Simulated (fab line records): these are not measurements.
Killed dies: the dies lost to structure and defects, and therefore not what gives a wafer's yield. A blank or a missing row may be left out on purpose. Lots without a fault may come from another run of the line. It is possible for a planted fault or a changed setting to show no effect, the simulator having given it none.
Problem report, 8D (eight disciplines) form, completed by code :: flow sky130 :: the parts of the form that need people (team, actions taken, sign-off) are left out

== 1. WHAT WENT WRONG ==
Mean of killed at contacts at SKY_PAD_OPEN_PROBE_99: 200 across 2 wafers in 2 lots; on wafers with no fault it is 24 (standard deviation 4.5). That puts it +39 standard deviations away from the usual mean.
Earliest sighting: wafer L808.4 on prober-01 at day 48 10:25. The record holds 6 wafers of 2 lots with a number at this step. Rule for "out", or "out of limits": more than 4 standard deviations from the usual mean. Any other wafer with a number is counted as sound.

== 2. WHAT IT IS, WHAT IT ISN'T ==
question: which readings at this step
is: killed at contacts, killed dies, killed on rim
is not: killed_at_M0_to_M3, killed_at_M4_up, killed at front end, killed at other, killed short

question: which lots
is: L808, L811
is not: -

question: which wafers of those lots
is: L808.4, L811.5
is not: L808.3, L808.5, L811.4, L811.6

question: read on which tools
is: prober-01, prober-02
is not: -

question: when
is: from day 48 10:25
is not: up to then (1 sound wafer); but 3 sound wafers of L808, L811 came after

== 3. THE SUSPECTS, EACH WITH WHAT RULES IT OUT ==
Counting: if a tool at a process step up to the reading ran every lot that is out, it stays a suspect. Sound lots after the first of them don't rule it out here, since some wafers of a struck lot are sound.
- cmp-02 at SKY_LI_CONTACT_CMP_02 (polishes PSG): kept. It ran every lot that is out, first L808 (day 31 23:57).
- At SKY_LI_CONTACT_CMP_02, inside cmp-02: chamber 2 took the wafers that are out, while their sound lot-mates went through chambers 0, 1, 3.
Left after counting: cmp-02 at SKY_LI_CONTACT_CMP_02.

== 4. THE CAUSE (what the simulator had put in) ==
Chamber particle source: cmp-02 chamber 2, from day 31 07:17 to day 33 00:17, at SKY_LI_CONTACT_CMP_02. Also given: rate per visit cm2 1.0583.
Only this tool survived the counting.

== 5. SEQUENCE OF EFFECTS, ordered by route ==
One row per reading whose mean, taken over the struck wafers that have a number, lies over 3 standard deviations from the usual. Readings are gone through only where the record gives a usual standard deviation; hours: the median, over the lots, of the time from a lot's start at the first step in this table giving one to that lot's start at this step; sigmas: the change measured in usual standard deviations.
hours: 0
step: SKY_PAD_OPEN_PROBE_99
reading: killed at contacts
usual: 24
on struck wafers: 200
change: +176
sigmas: +39

hours: 0
step: SKY_PAD_OPEN_PROBE_99
reading: killed dies
usual: 87
on struck wafers: 255
change: +168
sigmas: +19

hours: 0
step: SKY_PAD_OPEN_PROBE_99
reading: killed on rim
usual: 17
on struck wafers: 52
change: +34
sigmas: +8.4
Here are the process steps it includes:
- SKY_PAD_OPEN_PROBE_99

== 6. HOW IT WOULD HAVE BEEN CAUGHT EARLIER ==
411 hours passed between the start of the fault at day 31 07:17 and the first reading out of limits in this record, taken at day 48 10:25.
An alarm limit of 4 standard deviations would not have fired on the tool readings at SKY_LI_CONTACT_CMP_02 for which the record gives a usual standard deviation, since none of them was out on any struck wafer.
By day 48 10:25 the whole set of lots that are out, 2 in number, had already begun SKY_LI_CONTACT_CMP_02 on cmp-02. Had the tool been put on hold then, not one of them would have been saved.
